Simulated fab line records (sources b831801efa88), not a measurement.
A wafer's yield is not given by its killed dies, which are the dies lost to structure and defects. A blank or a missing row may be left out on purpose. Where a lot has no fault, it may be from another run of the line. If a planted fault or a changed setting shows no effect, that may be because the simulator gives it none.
fab line records ; flow gf180mcu
record: lots: 5; wafers: 15; lastDay: 35
route steps=602 shown M2@378 V2@382
lots that met no fault: from a run of the same line without faults
startH: hours from the record's opening day to when the first of the lot's shown wafers began ; waitH: how many hours have passed since the lot's step before this one ; " the same as in the row above ; L1.1+2: one row covering several wafers at once ; - no value, or no start was given ; * or withheld: withheld ; < > ~ a bound
route shown NAME@n: NAME is a module with steps in the file, n the number in the route of the first one ; usual: mean/standard deviation taken from wafers without a fault ; same: alike in all rows ; chamber/n: place in a boat ; sites: each site's reading ; _std_site: standard deviation of those values ; _edge_site: inner sites' mean taken away from outer sites' mean ; radiusMm: how far each site lies from the wafer's centre ; mask NAME#n: copy n ; behind: the last tool/chamber to shape the wafer ; hold: what put the lot on hold/how long, in hours/how the hold closed ; device: which transistor (n, p or np) failed to switch ; end of line: the route-end tests of the same wafers ; a step with no rows: only its recipe ; killed: count of dies lost to structure and defects at first sort (not the wafer's yield) ; map: the dies of a wafer, with x for killed, . for not killed, _ for no die there
set.NAME: the setting as run; set.NAME@STEP: as run at that earlier step ; model.NAME: the simulator's own value behind a step, which no gauge read
lots at selected steps of the route; one table per step, one row per wafer
services: the hour from which a tool's chamber was out of use, counted from the record's first day as startH (under 0 if before that day), plus the number of hours and why
== steps ==
step: GF_M2_METAL_ETCH_16
recipe: chemistry: Cl2/BCl3; maskMaterial: KrF; targetDepthNm: 627.5; stopOn: SiO2; pressureMtorr: 8; icpW: 770.9; biasW: 140; Cl2_flow_sccm: 80; bcl3FlowSccm: 40; timeS: 104.6
usual: drypumpMotorCurrentA: 5.68/0.23; mfcCl2Sccm: 80.03/0.25; oesProductAu: 0.966/0.0064; throttleValvePct: 28.257/0.01
lot.wafer;tool;chamber;startH;waitH;drypumpMotorCurrentA;mfcCl2Sccm;oesProductAu;rfHoursCounterH;throttleValvePct
L076.1;rieMetal-04;1;469.97;0.0;5.68;80.32;0.972;10;28.228
L076.3;rieMetal-04;0;469.97;0.0;5.88;79.99;0.966;-;28.273
L076.6;rieMetal-04;1;469.97;0.0;5.68;79.98;0.969;-;28.249
L085.3;rieMetal-04;1;546.52;0.1;5.73;79.80;0.968;-;28.263
L085.5;rieMetal-04;0;546.52;0.1;5.86;80.28;0.961;-;28.259
L085.6;rieMetal-04;1;546.52;0.1;5.67;80.08;0.966;-;28.258
L090.2;rieMetal-01;1;590.12;0.0;5.74;79.77;0.957;4;28.277
L090.3;rieMetal-01;1;590.12;0.0;5.77;79.93;0.965;-;28.260
L090.5;rieMetal-01;1;590.12;0.0;5.74;79.80;0.961;-;28.255
L092.1;rieMetal-02;1;604.07;0.0;5.88;80.25;0.967;1;28.245
L092.2;rieMetal-02;0;604.07;0.0;5.80;79.77;0.973;4;28.262
L092.6;rieMetal-02;1;604.07;0.0;5.87;80.27;0.966;-;28.253
L096.2;rieMetal-02;1;634.85;0.0;5.88;80.10;0.976;2;28.250
L096.3;rieMetal-02;0;634.85;0.0;5.80;79.81;0.966;-;28.248
L096.5;rieMetal-02;1;634.85;0.0;5.86;80.23;0.973;-;28.256
step: GF_M2_STRIP_17
recipe: chemistry: O2/N2; powerW: 1400; pressureMtorr: 1500; platenTempC: 250; o2FlowSccm: 3000; n2FlowSccm: 300; overashFraction: 0.5
usual: drypumpMotorCurrentA: 5.8/0.5; heaterPowerW: 323/20; oesProductAu: 0.560/0.0054; stripTimeToEndpointS: 7.93/0.053
lot.wafer;tool;chamber;startH;waitH;drypumpMotorCurrentA;heaterPowerW;oesProductAu;rfHoursCounterH;stripTimeToEndpointS
L076.1;plasmaAsher-01;1;470.08;0.1;6.5;309;0.564;4;7.89
L076.3;plasmaAsher-01;1;470.08;0.1;6.5;303;0.562;-;7.91
L076.6;plasmaAsher-01;1;470.08;0.1;6.5;311;0.549;-;7.88
L085.3;plasmaAsher-03;0;546.63;0.1;5.6;278;0.552;-;7.96
L085.5;plasmaAsher-03;1;546.63;0.1;5.7;295;0.573;-;8.04
L085.6;plasmaAsher-03;0;546.63;0.1;5.6;280;0.559;-;7.96
L090.2;plasmaAsher-01;0;590.23;0.1;5.2;324;0.555;17;7.84
L090.3;plasmaAsher-01;0;590.23;0.1;5.2;329;0.564;-;7.87
L090.5;plasmaAsher-01;1;590.23;0.1;6.5;303;0.566;-;7.85
L092.1;plasmaAsher-01;0;604.18;0.1;5.2;330;0.563;18;7.85
L092.2;plasmaAsher-01;1;604.18;0.1;6.5;312;0.562;18;7.91
L092.6;plasmaAsher-01;1;604.18;0.1;6.5;303;0.559;-;7.88
L096.2;plasmaAsher-02;0;634.96;0.1;5.7;339;0.559;51;7.92
L096.3;plasmaAsher-02;0;634.96;0.1;5.7;332;0.568;-;7.98
L096.5;plasmaAsher-02;1;634.96;0.1;5.7;345;0.555;-;7.97
step: GF_M2_STRIP_18
recipe: chemistry: postEtchResidueRemover; timeS: 1200; tempC: 72.5
lot.wafer;tool;chamber;startH;waitH
L076.1+3+6;wetBench-01;2;470.18;0.1
L085.3+5+6;wetBench-02;3;546.70;0.0
L090.2+3+5;wetBench-02;1;590.33;0.1
L092.1+2+6;wetBench-03;2;604.28;0.1
L096.2+3+5;wetBench-03;2;635.06;0.1
step: GF_M2_CLEAN_19
recipe: chemistry: DIW; dry: n2Spin
lot.wafer;tool;chamber;startH;waitH
L076.1+3+6;wetBench-03;1;470.52;0.0
L085.3+5+6;wetBench-01;0;547.04;0.0
L090.2+3+5;wetBench-03;0;590.67;0.0
L092.1+2+6;wetBench-01;2;604.62;0.0
L096.2+3+5;wetBench-01;3;635.47;0.0
step: GF_V2_CVD_00
recipe: material: SiO2; targetThkNm: 600; sigmaOpenFrac: 0.3; tempC: 400; timeS: 100; sih4FlowSccm: 60; pressureMtorr: 6
lot.wafer;tool;chamber;startH;waitH
L076.1+3+6;hdpcvd-01;1,2,2;470.61;0.0
L085.3+5+6;hdpcvd-01;0,2,1;547.13;0.0
L090.2+3+5;hdpcvd-02;1,2,0;590.76;0.0
L092.1+2+6;hdpcvd-01;1,0,2;604.71;0.0
L096.2+3+5;hdpcvd-02;2,1,0;635.56;0.0
step: GF_V2_THK_MEAS_01
recipe: reads: SiO2_of_V2_CVD_00
usual: V2_CVD_00_THK: 602/9.1
lot.wafer;tool;chamber;startH;waitH;V2_CVD_00_THK[nm]
L076.1;filmMetro-04;-;470.69;0.0;606
L076.3;filmMetro-04;-;470.69;0.0;607
L076.6;filmMetro-04;-;470.69;0.0;610
L085.3;filmMetro-04;-;547.22;0.1;600
L085.5;filmMetro-04;-;547.22;0.1;611
L085.6;filmMetro-04;-;547.22;0.1;599
L090.2;filmMetro-04;-;590.84;0.0;584
L090.3;filmMetro-04;-;590.84;0.0;602
L090.5;filmMetro-04;-;590.84;0.0;589
L092.1;filmMetro-01;-;604.78;0.0;603
L092.2;filmMetro-01;-;604.78;0.0;601
L092.6;filmMetro-01;-;604.78;0.0;602
L096.2;filmMetro-02;-;635.64;0.0;593
L096.3;filmMetro-02;-;635.64;0.0;590
L096.5;filmMetro-02;-;635.64;0.0;582
step: GF_V2_CVD_02
recipe: material: SiO2; targetThkNm: 850; precursor: TEOS; tempC: 400; timeS: 94.851; rfW: 600
usual: heaterPowerW: 693/75
lot.wafer;tool;chamber;startH;waitH;heaterPowerW
L076.1;pecvd-04;0;470.75;0.1;671
L076.3;pecvd-04;1;470.75;0.1;538
L076.6;pecvd-04;1;470.75;0.1;611
L085.3;pecvd-01;1;547.26;0.0;619
L085.5;pecvd-01;2;547.26;0.0;812
L085.6;pecvd-01;0;547.26;0.0;616
L090.2;pecvd-04;2;590.89;0.0;658
L090.3;pecvd-04;0;590.89;0.0;677
L090.5;pecvd-04;1;590.89;0.0;645
L092.1;pecvd-03;1;604.84;0.1;758
L092.2;pecvd-03;0;604.84;0.1;667
L092.6;pecvd-03;1;604.84;0.1;611
L096.2;pecvd-04;1;635.69;0.0;608
L096.3;pecvd-04;0;635.69;0.0;530
L096.5;pecvd-04;1;635.69;0.0;525
step: GF_V2_THK_MEAS_03
recipe: reads: SiO2_of_V2_CVD_02
usual: V2_CVD_02_THK: 843/13
lot.wafer;tool;chamber;startH;waitH;V2_CVD_02_THK[nm]
L076.1;filmMetro-01;-;470.82;0.0;852
L076.3;filmMetro-01;-;470.82;0.0;841
L076.6;filmMetro-01;-;470.82;0.0;849
L085.3;filmMetro-02;-;547.35;0.1;831
L085.5;filmMetro-02;-;547.35;0.1;847
L085.6;filmMetro-02;-;547.35;0.1;849
L090.2;filmMetro-04;-;590.97;0.0;870
L090.3;filmMetro-04;-;590.97;0.0;839
L090.5;filmMetro-04;-;590.97;0.0;861
L092.1;filmMetro-02;-;604.91;0.0;828
L092.2;filmMetro-02;-;604.91;0.0;830
L092.6;filmMetro-02;-;604.91;0.0;841
L096.2;filmMetro-01;-;635.80;0.1;843
L096.3;filmMetro-01;-;635.80;0.1;855
L096.5;filmMetro-01;-;635.80;0.1;856
== services ==
tool;chamber;startH;hours;kind
pecvd-04;1;448.53;16.2;repair
rieMetal-02;-;449.23;3.3;repair
rieMetal-01;1;453.87;9.2;repair
pecvd-03;2;457.46;4.9;repair
pecvd-01;1;459.84;5.1;repair
hdpcvd-02;1;482.22;6.0;repair
wetBench-01;-;496.84;4.4;pm
plasmaAsher-01;-;497.87;0.6;repair
hdpcvd-02;2;506.72;6.0;repair
hdpcvd-02;1;532.17;31.4;repair
hdpcvd-02;-;539.25;15.0;pm
hdpcvd-01;-;554.25;5.5;pm
wetBench-02;-;581.17;5.3;repair
rieMetal-02;1;581.64;2.3;repair
pecvd-04;-;584.67;0.3;repair
hdpcvd-02;-;585.54;0.6;repair
hdpcvd-02;-;603.33;1.1;repair
rieMetal-02;-;605.78;2.8;pm
wetBench-02;-;609.70;0.5;repair
hdpcvd-01;1;615.59;5.1;repair
plasmaAsher-01;-;616.97;3.4;repair
hdpcvd-01;2;622.62;4.6;repair
rieMetal-04;0;625.83;3.4;repair
pecvd-04;2;634.76;5.1;repair
== key ==
fault none
